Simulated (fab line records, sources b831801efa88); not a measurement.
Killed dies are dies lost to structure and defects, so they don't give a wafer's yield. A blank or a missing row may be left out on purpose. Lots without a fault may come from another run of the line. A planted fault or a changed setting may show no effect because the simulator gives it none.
Chamber matching | flow sky130 | SKY_CONTACT_CMP_04 on cmp-01: 4 sister chambers
The step polishes SiO2. 18 wafers are shown with their chamber, then 9 later ones without.

WAFERS WITH THEIR CHAMBER
wafer  | chamber | motor_current_A (A) | time_to_endpoint_s (s)
L299.2 | 2       | 11.0                | 88
L299.3 | 3       | 13.8                | 74
L299.4 | 0       | 11.9                | 84
L300.1 | 0       | 12.5                | 78
L300.5 | 1       | 13.9                | 80
L300.6 | 2       | 10.7                | 84
L303.1 | 3       | 13.3                | 77
L303.4 | 0       | 12.0                | 79
L303.6 | 3       | 13.3                | 76
L305.3 | 3       | 14.0                | 81
L305.5 | 3       | 13.6                | 85
L305.6 | 0       | 11.9                | 87
L309.3 | 3       | 14.0                | 78
L309.5 | 3       | 12.9                | 75
L309.6 | 0       | 12.3                | 81
L312.1 | 2       | 11.6                | 89
L312.2 | 0       | 12.1                | 84
L312.4 | 1       | 13.9                | 91

SIGNATURES (means of the wafers above)
reading            | chamber 0 | chamber 1 | chamber 2 | chamber 3 | scatter within a chamber
motor_current_A    | 12.117    | 13.900    | 11.100    | 13.557    | 0.351
time_to_endpoint_s | 82.17     | 85.50     | 87.00     | 78.00     | 3.98
Rule: a wafer's distance from a chamber is the root of the sum, over the readings, of the square of ((its reading less the chamber's mean) divided by the reading's scatter). The wafer belongs to the nearest chamber; if the next one is less than 2 further off, it can't be placed. The scatter: the root of (the sum of the squares of (reading less its chamber's mean) over the shown wafers, divided by (wafers less chambers)).

WAFERS WITHOUT THEIR CHAMBER
wafer  | motor_current_A (A) | time_to_endpoint_s (s)
L316.3 | 13.2                | 90
L316.4 | 13.5                | 84
L316.6 | 13.5                | 85
L318.1 | 13.7                | 84
L318.2 | 12.2                | 78
L318.6 | 13.2                | 88
L322.2 | 11.8                | 83
L322.4 | 12.9                | 75
L322.5 | 14.1                | 76

WHICH CHAMBER EACH WENT THROUGH
wafer  | from the rows above          | in truth
L316.3 | can't be placed: 1 or 3 or 0 | 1
L316.4 | can't be placed: 1 or 3      | 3
L316.6 | can't be placed: 1 or 3      | 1
L318.1 | can't be placed: 1 or 3      | 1
L318.2 | 0                            | 0
L318.6 | can't be placed: 1 or 3 or 0 | 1
L322.2 | can't be placed: 0 or 2      | 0
L322.4 | can't be placed: 3 or 0 or 1 | 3
L322.5 | can't be placed: 3 or 1      | 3
Placed correctly: 1 of 9. Can't be placed from these rows: 8 (the true chamber is among the candidates in 8). Placed wrongly: 0.
